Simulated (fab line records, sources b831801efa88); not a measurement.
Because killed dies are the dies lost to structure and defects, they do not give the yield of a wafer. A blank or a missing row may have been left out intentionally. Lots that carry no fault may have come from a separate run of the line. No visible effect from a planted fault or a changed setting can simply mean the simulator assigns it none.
Which of the tools did it? ; flow gf180mcu ; 18 wafers from 6 lots sampled at 2 of the route's 602 steps

WHAT EACH GAUGE READ, for each wafer
GF_V1_THK_MEAS_01.
lot;measured;on;V1_CVD_00_THK (nm)
L991;day 17 09:56;filmMetro-02;603 606 608
L993;day 18 06:14;filmMetro-03;589 588 586
L996;day 19 11:18;filmMetro-03;1193 1203 1189
L100;day 21 04:02;filmMetro-02;1208 1207 1209
L109;day 24 02:16;filmMetro-02;598 601 604
L113;day 25 03:11;filmMetro-03;599 608 603

TOOL THAT RAN EACH LOT (tool first, then ch and the chambers of the sampled wafers, then the start)
lot;GF_V1_CVD_00
L991;hdpcvd-02 ch 0,1,2, day 17 09:52
L993;hdpcvd-02 ch 0,2, day 18 06:09
L996;hdpcvd-01 ch 0,1,2, day 19 10:59
L100;hdpcvd-02 ch 0,1, day 21 03:43
L109;hdpcvd-01 ch 0,1,2, day 24 02:11
L113;hdpcvd-02 ch 0,1,2, day 25 03:07
- GF_V1_CVD_00: deposits SiO2, target thk 600 nm, time 100 s.

THE ANSWER, worked out from the rows above alone
Rule: the lots themselves supply what counts as usual. The widest of any qualifying gaps counts: lots, ordered by their means at a reading, are off when they make up no more than a third of the lots, leave a main group of 4 or more, and stand apart from it by 3 or more times the standard deviation of that group's means. A main group is skipped when, at the precision printed for the reading in the tables above, its means are all equal. A lot without any number at a reading at which 4 lots or more have one is off too. The other lots that the step has rows for count as sound.
Off: L996, L100, seen at GF_V1_THK_MEAS_01 (V1_CVD_00_THK). Main group: mean 599 nm, sd 7.
A tool fits if, at a process step before that reading, it ran every lot that is off, and no sound lot after the first of them. The gauges at GF_V1_THK_MEAS_01 are tried like those tools. Of those tried, none fits.

WHAT THE SIMULATOR PUT IN
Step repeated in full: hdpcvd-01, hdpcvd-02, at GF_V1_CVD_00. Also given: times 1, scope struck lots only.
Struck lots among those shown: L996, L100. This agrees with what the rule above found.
